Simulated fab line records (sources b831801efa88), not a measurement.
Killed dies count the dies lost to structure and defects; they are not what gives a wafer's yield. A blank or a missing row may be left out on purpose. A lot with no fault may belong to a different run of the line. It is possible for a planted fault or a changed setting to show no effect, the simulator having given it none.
fab line records	flow sky130
record: lots: 13	wafers: 39	last-day: 50
route steps=708 shown FIELD_ISO@23 VT_ADJUST_LVTN@107 POLY_GATE@218 LDD_HVN@274
lots untouched by any fault: they come from a run of this same line in which no faults occurred
start-h: hours from the record's opening day to when the first of the lot's shown wafers began	wait-h: hours elapsed since this lot's preceding step	" same as the row above	L1.1+2: one row covering several wafers at once	- value missing, or start not given	* or withheld: withheld	< > ~ a bound
route shown NAME@n: NAME is a module with steps in the file, n the number in the route of the first one	usual: mean/standard deviation of fault-free wafers	same: alike in all rows	chamber/n: place in a boat	sites: each site's reading	_std_site: the values' standard deviation	_edge_site: inner sites' mean taken away from outer sites' mean	radius-mm: how far each site lies from the wafer's centre	mask NAME#n: copy n	behind: tool/chamber where the wafer was last shaped	hold: why the lot was held/for how many hours/how that ended	device: transistor that didn't switch, given as n, p or np	end of line: the route-end tests of the same wafers	a step with no rows: only its recipe	killed: at the first sort, the dies lost to defects and structure; wafer yield is something else	map: per-die view of a wafer (x killed, . not killed, _ where there is no die)
set.NAME: setting as actually run; set.NAME@STEP: the setting as run at that earlier step	model.NAME: the simulator's own value behind a step, which no gauge read
the route's steps for a sample of lots (tables are steps, rows are wafers)
services: the hour from which a tool's chamber was out of use, counted from the record's first day as start-h (under 0 if before that day), plus the number of hours and why
== steps ==
step: SKY_FIELD_ISO_OXIDATION_22
recipe: temp-c: 950	ambient: O2	stabilise-s: 600	purge-s: 300	target-thk-a: 100	ox-time-s: 623
usual: spike-tc-bottom-C: 967/3.3	spike-tc-top-C: 959.7/2.7
same: stabilise-s: 600
lot.wafer	tool	chamber	start-h	wait-h	spike-tc-bottom-C	spike-tc-top-C
L286.1	furnace-02	0	39.48	0.0	965	961.1
L286.3	"	0	"	"	964	961.7
L286.6	"	0	"	"	966	962.7
L288.2	furnace-01	0	47.70	1.2	970	957.9
L288.5	"	0	"	"	972	956.0
L288.6	"	0	"	"	971	953.8
L290.1	furnace-01	0	57.35	1.1	974	953.9
L290.2	"	0	"	"	974	956.1
L290.4	"	0	"	"	971	956.3
L291.3	furnace-02	0	63.51	1.6	966	961.3
L291.4	"	0	"	"	964	960.8
L291.5	"	0	"	"	965	960.2
L294.3	furnace-02	0	80.69	0.7	967	962.7
L294.4	"	0	"	"	963	962.0
L294.6	"	0	"	"	965	961.1
L295.1	furnace-02	0	83.27	0.5	966	961.7
L295.3	"	0	"	"	966	959.7
L295.5	"	0	"	"	966	961.4
L297.1	furnace-01	0	93.65	0.6	973	956.5
L297.2	"	0	"	"	972	954.8
L297.6	"	0	"	"	972	955.6
L299.4	furnace-01	0	107.35	0.0	971	954.6
L299.5	"	0	"	"	972	955.1
L299.6	"	0	"	"	971	956.5
L301.3	furnace-02	0	112.36	0.3	964	961.6
L301.4	"	0	"	"	965	962.5
L301.5	"	0	"	"	966	960.5
L302.3	furnace-02	0	123.44	4.7	966	961.5
L302.4	"	0	"	"	964	960.8
L302.5	"	0	"	"	965	961.4
L303.1	furnace-02	0	128.91	4.7	966	960.8
L303.4	"	0	"	"	966	960.0
L303.6	"	0	"	"	966	961.4
L304.1	furnace-02	0	128.91	1.2	965	961.1
L304.3	"	0	"	"	966	961.9
L304.6	"	0	"	"	963	963.4
L305.2	furnace-02	0	138.75	5.0	965	960.0
L305.3	"	0	"	"	964	961.4
L305.5	"	0	"	"	966	960.1
step: SKY_FIELD_ISO_THK_MEAS_23
recipe: reads: SiO2_of_FIELD_ISO_OXIDATION_22
usual: FIELD_ISO_OXIDATION_01_THK: 10.03/0.19
lot.wafer	tool	chamber	start-h	wait-h	FIELD_ISO_OXIDATION_01_THK[nm]
L286.1	film-metro-02	-	40.65	0.0	9.71
L286.3	"	-	"	"	9.87
L286.6	"	-	"	"	9.86
L288.2	film-metro-04	-	48.89	0.0	10.40
L288.5	"	-	"	"	10.33
L288.6	"	-	"	"	10.49
L290.1	film-metro-03	-	58.52	0.0	10.00
L290.2	"	-	"	"	9.80
L290.4	"	-	"	"	9.84
L291.3	film-metro-02	-	64.70	0.0	10.24
L291.4	"	-	"	"	10.39
L291.5	"	-	"	"	10.36
L294.3	film-metro-03	-	81.88	0.0	10.09
L294.4	"	-	"	"	10.01
L294.6	"	-	"	"	10.15
L295.1	film-metro-02	-	84.44	0.0	9.66
L295.3	"	-	"	"	9.86
L295.5	"	-	"	"	9.98
L297.1	film-metro-03	-	94.82	0.0	9.95
L297.2	"	-	"	"	10.20
L297.6	"	-	"	"	10.12
L299.4	film-metro-04	-	108.55	0.0	9.81
L299.5	"	-	"	"	10.02
L299.6	"	-	"	"	10.17
L301.3	film-metro-03	-	113.55	0.0	10.24
L301.4	"	-	"	"	10.32
L301.5	"	-	"	"	10.37
L302.3	film-metro-02	-	124.64	0.0	4.30
L302.4	"	-	"	"	3.96
L302.5	"	-	"	"	4.40
L303.1	film-metro-04	-	130.08	0.0	4.41
L303.4	"	-	"	"	4.44
L303.6	"	-	"	"	4.69
L304.1	film-metro-02	-	130.12	0.0	4.33
L304.3	"	-	"	"	4.47
L304.6	"	-	"	"	4.60
L305.2	film-metro-02	-	139.93	0.0	4.35
L305.3	"	-	"	"	4.26
L305.5	"	-	"	"	4.37
step: SKY_VT_ADJUST_LVTN_TW_MEAS_10
usual: VT_ADJUST_LVTN_TW: 243.4/2.7
lot.wafer	tool	chamber	start-h	wait-h	VT_ADJUST_LVTN_TW
L286.1	film-metro-02	-	149.95	0.1	243.4
L286.3	"	-	"	"	245.4
L286.6	"	-	"	"	243.1
L288.2	film-metro-01	-	160.30	0.1	245.8
L288.5	"	-	"	"	246.7
L288.6	"	-	"	"	245.8
L290.1	film-metro-03	-	173.39	0.1	239.9
L290.2	"	-	"	"	241.3
L290.4	"	-	"	"	240.0
L291.3	film-metro-01	-	179.06	0.1	244.9
L291.4	"	-	"	"	244.8
L291.5	"	-	"	"	244.5
L294.3	film-metro-01	-	204.57	0.1	244.9
L294.4	"	-	"	"	245.6
L294.6	"	-	"	"	245.4
L295.1	film-metro-01	-	206.65	0.1	245.7
L295.3	"	-	"	"	246.1
L295.5	"	-	"	"	246.4
L297.1	film-metro-01	-	218.54	0.1	245.7
L297.2	"	-	"	"	245.8
L297.6	"	-	"	"	244.8
L299.4	film-metro-02	-	234.62	0.1	244.2
L299.5	"	-	"	"	243.6
L299.6	"	-	"	"	242.3
L301.3	film-metro-03	-	245.11	0.1	238.1
L301.4	"	-	"	"	238.3
L301.5	"	-	"	"	238.5
L302.3	film-metro-01	-	266.96	0.1	246.9
L302.4	"	-	"	"	246.3
L302.5	"	-	"	"	244.5
L303.1	film-metro-03	-	267.74	0.1	239.0
L303.4	"	-	"	"	240.1
L303.6	"	-	"	"	239.7
L304.1	film-metro-03	-	268.74	0.1	239.4
L304.3	"	-	"	"	241.0
L304.6	"	-	"	"	241.0
L305.2	film-metro-02	-	295.21	0.1	243.7
L305.3	"	-	"	"	244.8
L305.5	"	-	"	"	245.4
step: SKY_POLY_GATE_THK_MEAS_04
recipe: reads: Si3N4_of_POLY_GATE_CVD_03
usual: POLY_GATE_CVD_03_THK: 75.2/0.64
lot.wafer	tool	chamber	start-h	wait-h	POLY_GATE_CVD_03_THK[nm]
L286.1	film-metro-04	-	351.05	0.0	75.5
L286.3	"	-	"	"	75.5
L286.6	"	-	"	"	75.9
L288.2	film-metro-04	-	362.67	0.0	74.9
L288.5	"	-	"	"	75.5
L288.6	"	-	"	"	75.1
L290.1	film-metro-02	-	382.31	0.0	74.5
L290.2	"	-	"	"	73.7
L290.4	"	-	"	"	74.2
L291.3	film-metro-01	-	387.73	0.0	74.9
L291.4	"	-	"	"	75.3
L291.5	"	-	"	"	75.0
L294.3	film-metro-01	-	418.92	0.0	75.1
L294.4	"	-	"	"	75.2
L294.6	"	-	"	"	75.1
L295.1	film-metro-04	-	427.45	0.0	74.9
L295.3	"	-	"	"	74.1
L295.5	"	-	"	"	74.8
L297.1	film-metro-01	-	441.94	0.0	76.0
L297.2	"	-	"	"	75.2
L297.6	"	-	"	"	76.0
L299.4	film-metro-02	-	466.05	0.0	75.2
L299.5	"	-	"	"	75.0
L299.6	"	-	"	"	74.9
L301.3	film-metro-01	-	483.52	0.0	76.1
L301.4	"	-	"	"	76.2
L301.5	"	-	"	"	76.0
L303.1	film-metro-02	-	502.14	0.0	75.4
L303.4	"	-	"	"	75.4
L303.6	"	-	"	"	74.8
L302.3	film-metro-04	-	502.16	0.0	75.7
L302.4	"	-	"	"	75.6
L302.5	"	-	"	"	76.1
L304.1	film-metro-02	-	507.53	0.0	76.2
L304.3	"	-	"	"	76.6
L304.6	"	-	"	"	75.9
L305.2	film-metro-01	-	537.09	0.0	74.8
L305.3	"	-	"	"	75.0
L305.5	"	-	"	"	75.9
step: SKY_LDD_HVN_OVL_MEAS_07
usual: LDD_HVN_OVL: 0.5/1.1
lot.wafer	tool	chamber	start-h	wait-h	LDD_HVN_OVL[nm]
L286.1	overlay-02	-	477.50	0.1	0.6
L286.3	"	-	"	"	0.1
L286.6	"	-	"	"	-0.8
L288.2	overlay-01	-	487.81	0.1	0.5
L288.5	"	-	"	"	-0.2
L288.6	"	-	"	"	0.2
L290.1	overlay-02	-	509.01	0.1	2.0
L290.2	"	-	"	"	2.3
L290.4	"	-	"	"	1.5
L291.3	overlay-02	-	514.94	0.1	1.6
L291.4	"	-	"	"	2.0
L291.5	"	-	"	"	1.4
L294.3	overlay-02	-	545.44	0.1	-0.3
L294.4	"	-	"	"	-0.2
L294.6	"	-	"	"	0.6
L295.1	overlay-02	-	553.35	0.1	-0.6
L295.3	"	-	"	"	0.0
L295.5	"	-	"	"	-1.0
L297.1	overlay-01	-	566.78	0.1	-1.0
L297.2	"	-	"	"	0.3
L297.6	"	-	"	"	-0.8
L299.4	overlay-02	-	590.73	0.1	1.3
L299.5	"	-	"	"	1.8
L299.6	"	-	"	"	-0.5
L301.3	overlay-02	-	607.52	0.1	1.9
L301.4	"	-	"	"	1.3
L301.5	"	-	"	"	1.4
L302.3	overlay-02	-	624.72	0.1	1.0
L302.4	"	-	"	"	1.7
L302.5	"	-	"	"	0.4
L303.1	overlay-01	-	625.23	0.1	-0.2
L303.4	"	-	"	"	-0.3
L303.6	"	-	"	"	0.9
L304.1	overlay-01	-	629.50	0.1	-0.6
L304.3	"	-	"	"	-0.6
L304.6	"	-	"	"	-0.8
L305.2	overlay-01	-	657.36	0.1	-0.1
L305.3	"	-	"	"	0.3
L305.5	"	-	"	"	-1.5
== services ==
tool	chamber	start-h	hours	kind
furnace-02	-	67.78	3.0	pm
furnace-01	-	114.12	55.8	pm
== key ==
first-sign: step: SKY_FIELD_ISO_THK_MEAS_23	reading: FIELD_ISO_OXIDATION_01_THK	direction: down	sigmas: 29	usual: 10.03	struck: 4.38
effect none on later readings
met-at SKY_FIELD_ISO_OXIDATION_22
struck-lots L302,L303,L304,L305
tester-left-out L302,L303,L304,L305
not-acting-at SKY_VT_ADJUST_LVTN_TW_MEAS_10,SKY_POLY_GATE_THK_MEAS_04,SKY_LDD_HVN_OVL_MEAS_07
onset-between 112.36 123.44
also-fits time
fault: kind: process-parameter-drift	tool: furnace-02	chamber: -	onset-h: 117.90	steps: SKY_FIELD_ISO_OXIDATION_22	channel: ox-time-s	offset: *	shape: step	end-h: 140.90	acts-in: *	stated: *
tester-left-out: of these lots the tester's yield and bins aren't shown, on N5 and GAA mostly nor the transistor test; their killed dies are dies lost to structure and defects alone, not to doping, threshold or leakage, so they don't give the yield
